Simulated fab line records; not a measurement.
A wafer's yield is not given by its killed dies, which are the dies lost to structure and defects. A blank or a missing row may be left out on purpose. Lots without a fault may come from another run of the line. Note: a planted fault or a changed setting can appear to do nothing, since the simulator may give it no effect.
Matching of chambers / flow sky130 / 4 sister chambers for SKY_CONTACT_ETCH_16 on rieDiel-04
The step etches BARC in N2/H2, stops on SiO2, time 45.9 s, target depth 60 nm. 8 wafers are shown with their chamber, then 11 later ones without.

== WAFERS, EACH WITH ITS CHAMBER ==
wafer=L075.5; chamber=3; rfFwdPowerW (W)=495.3; oesProductAu (a.u.)=0.851
wafer=L078.3; chamber=3; rfFwdPowerW (W)=495.2; oesProductAu (a.u.)=0.853
wafer=L081.3; chamber=1; rfFwdPowerW (W)=492.4; oesProductAu (a.u.)=0.857
wafer=L081.4; chamber=2; rfFwdPowerW (W)=494.9; oesProductAu (a.u.)=0.853
wafer=L082.4; chamber=2; rfFwdPowerW (W)=494.4; oesProductAu (a.u.)=0.857
wafer=L082.5; chamber=1; rfFwdPowerW (W)=495.4; oesProductAu (a.u.)=0.862
wafer=L082.6; chamber=0; rfFwdPowerW (W)=491.1; oesProductAu (a.u.)=0.866
wafer=L087.4; chamber=0; rfFwdPowerW (W)=492.3; oesProductAu (a.u.)=0.853

== WAFERS WHOSE CHAMBER IS MISSING ==
wafer=L087.5; rfFwdPowerW (W)=495.6; oesProductAu (a.u.)=0.855
wafer=L087.6; rfFwdPowerW (W)=490.7; oesProductAu (a.u.)=0.857
wafer=L090.2; rfFwdPowerW (W)=494.0; oesProductAu (a.u.)=0.864
wafer=L090.3; rfFwdPowerW (W)=492.6; oesProductAu (a.u.)=0.844
wafer=L090.5; rfFwdPowerW (W)=493.8; oesProductAu (a.u.)=0.858
wafer=L094.2; rfFwdPowerW (W)=496.7; oesProductAu (a.u.)=0.861
wafer=L094.3; rfFwdPowerW (W)=496.3; oesProductAu (a.u.)=0.858
wafer=L094.4; rfFwdPowerW (W)=493.6; oesProductAu (a.u.)=0.853
wafer=L097.1; rfFwdPowerW (W)=499.1; oesProductAu (a.u.)=0.841
wafer=L097.3; rfFwdPowerW (W)=490.7; oesProductAu (a.u.)=0.852
wafer=L097.6; rfFwdPowerW (W)=491.3; oesProductAu (a.u.)=0.858

== CHAMBER TAKEN BY EACH ==
wafer=L087.5; from the rows above=can't be placed: 3 or 2 or 1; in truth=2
wafer=L087.6; from the rows above=can't be placed: 0 or 1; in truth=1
wafer=L090.2; from the rows above=can't be placed: 1 or 2 or 0 or 3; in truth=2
wafer=L090.3; from the rows above=can't be placed: 3 or 2 or 0 or 1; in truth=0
wafer=L090.5; from the rows above=can't be placed: 1 or 2 or 3 or 0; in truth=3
wafer=L094.2; from the rows above=can't be placed: 2 or 3 or 1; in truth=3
wafer=L094.3; from the rows above=can't be placed: 3 or 2 or 1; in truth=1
wafer=L094.4; from the rows above=can't be placed: 2 or 1 or 3 or 0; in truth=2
wafer=L097.1; from the rows above=can't be placed: 3 or 2 or 1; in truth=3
wafer=L097.3; from the rows above=can't be placed: 0 or 1 or 2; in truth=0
wafer=L097.6; from the rows above=can't be placed: 0 or 1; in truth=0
Placed correctly: 0 of 11. Not placeable from these rows: 11 (in 11, the candidates include the true chamber). Wrongly placed: 0.
How it was worked out, from the rows above alone: a wafer's distance from a chamber is the root of the sum, over the readings, of the square of ((its reading less the chamber's mean) divided by the reading's scatter). If the next closest chamber is less than 2 further off than the closest, the wafer can't be placed; otherwise it belongs to the closest. A chamber's mean is the mean of its shown wafers. The scatter is the square root of a quotient: the sum, over the shown wafers, of each reading's squared deviation from its chamber's mean, divided by wafers minus chambers.
